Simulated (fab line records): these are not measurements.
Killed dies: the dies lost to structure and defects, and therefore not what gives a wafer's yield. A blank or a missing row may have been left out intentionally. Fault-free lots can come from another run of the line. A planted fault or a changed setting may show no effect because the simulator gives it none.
Comparing a struck lot with a sound one -- flow sky130 -- 17 steps out of a route of 708
Sound: wafers L820.2, L820.4, L820.5. Wafers struck: L827.2, L827.4, L827.5. Last of all comes the cause.
At each step with rows: each side's tool, then ch and its chambers, then its first start. Under that, the readings that differ: sound wafers -- struck wafers -- difference of the means -- sigmas: that difference in standard deviations of wafers without a fault.
alike: a reading whose means differ by less than 2 such deviations, as well as words and numbers matching on both sides. not compared: withheld readings; readings where some wafer has no value; bounds like >300 that might hide an equal value; numbers whose values overlap and for which the record gives no deviation.
The two part at a step that has a row with sigmas, a row that says differs or no value, or rows on one side only. Numbers that don't overlap but have no deviation are shown without sigmas and don't part them. A reading missing from all wafers of one side parts the sides only when that side holds two or more wafers.

first, 4 steps without rows for these wafers: SKY_FIELD_ISO_WET_ETCH_29 (etches Si3N4 in H3PO4, target depth 160 nm, time 1825 s); SKY_FIELD_ISO_WET_ETCH_30 (etches SiO2 in dHF, target depth 25 nm, time 50 s); SKY_NWELL_CLEAN_00 (cleans in SC1/SC2, time 150 s); SKY_NWELL_OXIDATION_01 (stabilise 600 s, purge 300 s, target thk 10 nm).
SKY_NWELL_THK_MEAS_02:
  sound on film_metro-04 at day 5 12:40; struck on film_metro-02 at day 7 00:32
  alike: NWELL_OXIDATION_THK
then, 7 steps without rows for these wafers: SKY_DNWELL_DEHYDRATE_00 (time 60 s); SKY_DNWELL_HMDS_01 (prime time 60 s); SKY_DNWELL_COAT_02 (resist thk 3000 nm); SKY_DNWELL_SOFTBAKE_03; SKY_DNWELL_EXPOSE_04 (exposes mask DNM, target cd 3000 nm); SKY_DNWELL_PEB_05; SKY_DNWELL_DEVELOP_06 (develop time 60 s).
SKY_DNWELL_IMPLANT_07:
  sound on implanter-03 ch 0, day 6 06:41; struck on implanter-03 ch 0, day 7 20:16
SKY_DNWELL_STRIP_08: strips in O2/N2.
  sound on plasma_asher-02 ch 0,1, day 6 06:49; struck on plasma_asher-02 ch 0,1, day 7 20:35
  alike: drypump_motor_current_A, o2_flow_sccm, oes_product_au, strip_time_to_endpoint_s
  not compared: rf_hours_counter_h
SKY_DNWELL_TW_MEAS_09:
  sound on film_metro-04 at day 6 06:55; struck on film_metro-04 at day 7 20:55
reading,sound,struck,difference,sigmas
DNWELL_TW,1110 1115 1110,1388 1405 1396,+285,+30
then, 1 step without rows for these wafers: SKY_PWDE_DEHYDRATE_00 (time 60 s).
-- the record jumps here: 43 days lie between the struck wafers' starts before and after (it left off in module PWDE and takes up again in module PAD_OPEN, whose first step shown is number 708 of the route) --
SKY_PAD_OPEN_PROBE_99:
  sound on prober-02 at day 49 05:29; struck on prober-01 at day 50 14:16
reading,sound,struck,difference,sigmas
model.etest.res_deep_nwell.rs_ohm_sq,2267 2295 2277,1258 1242 1247,-1031,
model.etest.res_p_drift_20v.line_ohm_um,1.077e+04 1.039e+04 1.018e+04,1.099e+04 1.131e+04 1.119e+04,+7.167e+02,
model.etest.res_p_drift_20v.rs_ohm_sq,9163 8635 8578,9171 9574 9442,+604,
model.etest.res_deep_nwell.line_ohm_um,752.8 755.3 762.3,421.2 413.3 417.2,-339.6,
model.etest.res_pwde_under_gate.rs_ohm_sq,6262 6224 6191,6533 6554 6523,+311,
model.etest.res_pwell_under_gate.rs_ohm_sq,2274 2297 2289,2379 2361 2355,+78,
  alike: killed_at_M0_to_M3, killed_at_M4_up, killed_at_contacts, killed_at_front_end, killed_at_other, killed_dies, killed_open, killed_short
  not compared: model.etest.res_deep_nwell.rs_ohm_sq_range

## WHERE THEY PART
Within this record, at SKY_DNWELL_TW_MEAS_09 only. Later steps at which nothing parts them and some readings are alike: SKY_PAD_OPEN_PROBE_99.

WHY: what the simulator had put in
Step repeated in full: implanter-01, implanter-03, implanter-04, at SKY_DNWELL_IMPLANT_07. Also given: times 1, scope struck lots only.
